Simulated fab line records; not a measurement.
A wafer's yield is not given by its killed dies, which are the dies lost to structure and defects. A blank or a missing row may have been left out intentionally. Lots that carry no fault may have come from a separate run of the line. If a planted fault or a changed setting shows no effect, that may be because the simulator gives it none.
Comparing a struck lot with a sound one :: flow sky130 :: 20 out of 708 route steps
Sound: these wafers, L705.1, L705.4, L705.5. Struck: wafers L702.3, L702.5, L702.6. At the end, the cause is stated.
Per side, at each step with rows, come the tool, then ch with its chambers, and then its first start. Under that, the readings that differ: sound wafers :: struck wafers :: difference of the means :: sigmas: that difference in standard deviations of wafers without a fault.
alike: words and numbers the same on both sides, and readings whose means are apart by under 2 such deviations; not compared: readings that were withheld, readings missing a value for some wafer, numbers with overlapping values and no deviation given by the record, and bounds like >300 which may hide the same value.
A row with sigmas, a row that says differs or no value, or rows on one side alone: a step with any of these is where the two part. Numbers that have no deviation but don't overlap get no sigmas and don't part them. Lack of a reading on every wafer of one side parts them only where that side has two or more wafers.

first, 1 step without rows for these wafers: SKY_SONOS_ONO_DEVELOP_12 (develop time 60 s).
SKY_SONOS_ONO_CD_MEAS_13: the cd target is 410 nm.
  sound on cd sem-02, day 18 19:53; struck on cd sem-02, day 17 21:16
  alike: cd nm
SKY_SONOS_ONO_OVL_MEAS_14:
  sound on overlay-01, day 18 20:00; struck on overlay-02, day 17 21:22
  alike: SONOS_ONO_OVL
SKY_SONOS_ONO_ETCH_15: etches the open film in CHF3/O2, target depth 19.52 nm, time 7.8 s.
  sound on rie diel-04 ch 2,3, day 18 20:02; struck on rie diel-01 ch 2,3, day 17 21:23
  alike: drypump motor current A, oes product au, throttle valve pct
  not compared: rf hours counter h
then, 1 step without rows for these wafers: SKY_SONOS_ONO_WET_ETCH_16 (etches SiO2 in dHF, target depth 14 nm, time 280 s).
SKY_SONOS_ONO_STRIP_17: strips in O2/N2.
  sound on plasma asher-01 ch 0,1, day 18 20:08; struck on plasma asher-03 ch 0,1, day 17 21:32
  alike: drypump motor current A, oes product au, strip time to endpoint s
  not compared: rf hours counter h
then, 3 steps without rows for these wafers: SKY_SONOS_ONO_WET_ETCH_18 (etches Si3N4 in H3PO4, target depth 15 nm, time 172 s); SKY_GATE_OXIDE_CLEAN_00 (cleans in SC1/SC2, time 150 s); SKY_GATE_OXIDE_OXIDATION_01 (stabilise 600 s, purge 300 s, target thk 10.268 nm).
SKY_GATE_OXIDE_THK_MEAS_02:
  sound on film metro-02, day 18 21:45; struck on film metro-03, day 17 23:44
  alike: GATE_OXIDE_OXIDATION_00_THK
then, 2 steps without rows for these wafers: SKY_GATE_OXIDE_DEHYDRATE_03 (time 60 s); SKY_GATE_OXIDE_HMDS_04 (prime time 60 s).
SKY_GATE_OXIDE_COAT_05: resist thk 1140 nm.
  struck on litho track-03, day 18 13:53; sound on litho track-01 ch 0, day 19 12:38
  no value came back on the struck wafers for chill plate temp C (C), dispense pressure kPa (kPa); on the sound wafers chill plate temp C (C) reads 22.92 22.89 22.65
then, 4 steps without rows for these wafers: SKY_GATE_OXIDE_SOFTBAKE_06 (time 60 s); SKY_GATE_OXIDE_EXPOSE_07 (exposes mask LVOM, target cd 600 nm); SKY_GATE_OXIDE_PEB_08; SKY_GATE_OXIDE_DEVELOP_09 (develop time 60 s).
SKY_GATE_OXIDE_OVL_MEAS_10:
  sound on overlay-01, day 20 04:40; struck on overlay-02, day 19 05:41
reading: GATE_OXIDE_OVL (nm)
sound: 2.8 1.1 1.8
struck: - - -
difference: no value on the struck wafers
sigmas: 
after that, 1 step had no rows for these wafers: SKY_GATE_OXIDE_IMPLANT_11.
-- the record jumps here: 31 days lie between the struck wafers' starts before and after (it left off in module GATE_OXIDE and takes up again in module PAD_OPEN, whose first step shown is number 708 of the route) --
SKY_PAD_OPEN_PROBE_99:
  sound on prober-01, day 50 00:38; struck on prober-01, day 49 23:14
reading: hold
sound: - - -
struck: await dispo/3.9h/scrap await dispo/3.9h/scrap await dispo/3.9h/scrap
difference: no value on the sound wafers
sigmas: 

reading: killed_at_M0_to_M3
sound: 58 57 51
struck: 49 42 30
difference: -15
sigmas: -2

reading: killed at front end
sound: 19 18 9
struck: 412 426 430
difference: +407
sigmas: +99 or more

reading: killed dies
sound: 103 100 87
struck: 492 492 492
difference: +395
sigmas: +42

reading: killed on rim
sound: 19 15 20
struck: 96 96 96
difference: +78
sigmas: +21
  alike: killed_at_M4_up, killed at contacts, killed at other, killed open, killed short

== WHERE THEY PART ==
First at SKY_GATE_OXIDE_COAT_05; last, within this record, at SKY_PAD_OPEN_PROBE_99.

WHY: what had been put in by the simulator
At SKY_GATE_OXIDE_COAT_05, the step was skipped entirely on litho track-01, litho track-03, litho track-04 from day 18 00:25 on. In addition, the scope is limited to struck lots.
